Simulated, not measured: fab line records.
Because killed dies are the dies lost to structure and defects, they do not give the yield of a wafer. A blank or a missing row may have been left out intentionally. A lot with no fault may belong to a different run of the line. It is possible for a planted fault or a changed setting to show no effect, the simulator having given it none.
Which tool is to blame? | flow gf180mcu | 14 lots with 42 wafers sampled at 4 steps, on a route of 602 steps

## WHAT EACH GAUGE READ, for each wafer
GF_V5_OVL_MEAS_15. Usual: V5_OVL typically reads 3 nm, with standard deviation 5.9.
lot  | measured     | on         | V5_OVL (nm) | flag
L720 | day 27 04:28 | overlay-02 | 2 6 2       |
L721 | day 27 06:56 | overlay-02 | 4 13 8      |
L722 | day 27 20:37 | overlay-01 | -1 10 13    |
L723 | day 28 08:47 | overlay-01 | 0 7 15      |
L724 | day 28 09:31 | overlay-01 | -1 1 -2     |
L725 | day 28 19:46 | overlay-01 | 6 -2 -4     |
L728 | day 29 20:10 | overlay-02 | 4 8 -7      |
L736 | day 32 06:07 | overlay-02 | 15 7 14     |
L738 | day 32 12:34 | overlay-02 | -4 -2 2     |
L739 | day 32 19:38 | overlay-01 | -4 -3 -1    |
L740 | day 32 23:19 | overlay-02 | 3 -1 7      |
L741 | day 33 07:52 | overlay-01 | 5 0 7       |
L742 | day 33 08:13 | overlay-02 | -1 6 0      |
L743 | day 33 12:46 | overlay-02 | 4 3 5       |

## WHICH TOOL RAN EACH LOT (tool, then ch and the chambers of the sampled wafers, then the start)
lot  | GF_VT_IMPLANT_WET_ETCH_50       | GF_M5_STRIP_11                       | GF_V5_CMP_04
L720 | wet-bench-01 ch 0, day 7 11:20  | plasma-asher-03 ch 0,1, day 26 06:32 | cmp-02 ch 2,3, day 26 07:20
L721 | wet-bench-02 ch 2, day 7 18:44  | plasma-asher-03 ch 0,1, day 26 09:37 | cmp-01 ch 0,3, day 26 10:26
L722 | wet-bench-01 ch 3, day 8 02:12  | plasma-asher-01 ch 0,1, day 26 22:50 | cmp-01 ch 0,2,3, day 26 23:41
L723 | wet-bench-01 ch 2, day 8 09:36  | plasma-asher-01 ch 0,1, day 27 11:02 | cmp-01 ch 0,1,2, day 27 12:01
L724 | wet-bench-02 ch 2, day 8 16:02  | plasma-asher-01 ch 0,1, day 27 12:40 | cmp-02 ch 1,2, day 27 13:31
L725 | wet-bench-01 ch 2, day 8 21:21  | plasma-asher-01 ch 0,1, day 27 23:20 | cmp-01 ch 0,1,3, day 28 00:08
L728 | wet-bench-01 ch 0, day 9 22:00  | plasma-asher-03 ch 0,1, day 28 23:49 | cmp-02 ch 0,1,3, day 29 00:41
L736 | wet-bench-02 ch 1, day 12 06:20 | plasma-asher-01 ch 0,1, day 31 12:13 | cmp-01 ch 0,2,3, day 31 13:08
L738 | wet-bench-01 ch 1, day 12 19:14 | plasma-asher-03 ch 0,1, day 31 18:13 | cmp-02 ch 0,1,3, day 31 19:02
L739 | wet-bench-01 ch 3, day 12 21:33 | plasma-asher-01 ch 0,1, day 32 00:43 | cmp-01 ch 0,1,2, day 32 02:07
L740 | wet-bench-03 ch 2, day 13 02:56 | plasma-asher-03 ch 0,1, day 32 05:28 | cmp-02 ch 0,1,3, day 32 06:41
L741 | wet-bench-01 ch 1, day 13 19:20 | plasma-asher-01 ch 0,1, day 32 14:32 | cmp-01 ch 1,2, day 32 15:26
L742 | wet-bench-01 ch 3, day 13 20:18 | plasma-asher-03 ch 0,1, day 32 14:45 | cmp-02 ch 1,2, day 32 15:34
L743 | wet-bench-03 ch 1, day 14 00:05 | plasma-asher-03 ch 0,1, day 32 20:01 | cmp-02 ch 0,1, day 32 20:53
- GF_VT_IMPLANT_WET_ETCH_50: etches SiO2 in dHF, target depth 20 nm, time 400 s.
- GF_M5_STRIP_11: strips in O2/N2.
- GF_V5_CMP_04: polishes SiO2.

## WHAT THE TOOLS THEMSELVES READ (means of the sampled wafers that have a number; where no wafer has one, the mark that the record gives instead)
GF_VT_IMPLANT_WET_ETCH_50. Usual: temp-c 24.98 C, standard deviation 0.096.
lot  | tool         | temp-c (C) | flag
L720 | wet-bench-01 | 24.97      |
L721 | wet-bench-02 | 25.17      |
L722 | wet-bench-01 | 24.96      |
L723 | wet-bench-01 | 25.11      |
L724 | wet-bench-02 | 25.03      |
L725 | wet-bench-01 | 25.01      |
L728 | wet-bench-01 | 24.95      |
L736 | wet-bench-02 | 24.91      |
L738 | wet-bench-01 | 24.92      |
L739 | wet-bench-01 | 24.94      |
L740 | wet-bench-03 | 24.91      |
L741 | wet-bench-01 | 25.00      |
L742 | wet-bench-01 | 25.10      |
L743 | wet-bench-03 | 24.96      |

GF_M5_STRIP_11. Usual: drypump-motor-current-A 5.8 A, standard deviation 0.34; heater-power-w 324 W, standard deviation 33; oes-product-au 0.526 a.u., standard deviation 0.0053; strip-time-to-endpoint-s 7.09 s, standard deviation 0.06.
lot  | tool            | drypump-motor-current-A (A) | heater-power-w (W) | oes-product-au (a.u.) | strip-time-to-endpoint-s (s) | flag
L720 | plasma-asher-03 | 5.5                         | 346                | 0.529                 | 7.16                         |
L721 | plasma-asher-03 | 5.4                         | 316                | 0.526                 | 7.11                         |
L722 | plasma-asher-01 | 6.0                         | 322                | 0.527                 | 7.09                         |
L723 | plasma-asher-01 | 6.1                         | 321                | 0.527                 | 7.09                         |
L724 | plasma-asher-01 | 6.0                         | 320                | 0.523                 | 7.06                         |
L725 | plasma-asher-01 | 6.1                         | 323                | 0.524                 | 7.10                         |
L728 | plasma-asher-03 | 5.5                         | 318                | 0.528                 | 7.17                         |
L736 | plasma-asher-01 | 6.0                         | 320                | 0.529                 | 7.07                         |
L738 | plasma-asher-03 | 5.4                         | 312                | 0.523                 | 7.05                         |
L739 | plasma-asher-01 | 6.1                         | 328                | 0.520                 | 7.04                         |
L740 | plasma-asher-03 | 5.4                         | 312                | 0.526                 | 7.11                         |
L741 | plasma-asher-01 | 6.1                         | 323                | 0.523                 | 6.97                         |
L742 | plasma-asher-03 | 5.5                         | 347                | 0.524                 | 7.08                         |
L743 | plasma-asher-03 | 5.5                         | 348                | 0.523                 | 7.09                         |

GF_V5_CMP_04. Usual: motor-current-A 12.8 A, standard deviation 1.4; slurry-filter-dp-kPa 13.51 kPa, standard deviation 0.14.
lot  | tool   | motor-current-A (A) | slurry-filter-dp-kPa (kPa) | flag
L720 | cmp-02 | 12.0                | 13.36                      |
L721 | cmp-01 | 12.8                | 13.49                      |
L722 | cmp-01 | 13.9                | 13.63                      |
L723 | cmp-01 | 12.3                | 13.50                      |
L724 | cmp-02 | 12.2                | 13.55                      |
L725 | cmp-01 | 12.1                | 13.54                      |
L728 | cmp-02 | 12.4                | 13.57                      |
L736 | cmp-01 | 13.5                | 13.50                      |
L738 | cmp-02 | 12.1                | 13.62                      |
L739 | cmp-01 | 12.5                | 13.50                      |
L740 | cmp-02 | 12.6                | 13.50                      |
L741 | cmp-01 | 12.5                | 13.54                      |
L742 | cmp-02 | 11.9                | 13.57                      |
L743 | cmp-02 | 12.4                | 13.60                      |

## THE ANSWER, worked out from the rows above alone
Rule: lot off if the mean of its wafers having a number is beyond 3 standard deviations from the usual mean. A lot without any number at a reading at which 4 lots or more have one is off too. Any other lot the step has rows for is counted as sound. First the gauges in route order, then the tools' own readings, where a lot's mean is used as printed above. At the first step where some lot is off, the reading lying furthest off is the one used; lots without a number count as furthest.
None of the lots is off at any reading shown; this tells nothing.

## WHAT THE SIMULATOR HAD PUT IN
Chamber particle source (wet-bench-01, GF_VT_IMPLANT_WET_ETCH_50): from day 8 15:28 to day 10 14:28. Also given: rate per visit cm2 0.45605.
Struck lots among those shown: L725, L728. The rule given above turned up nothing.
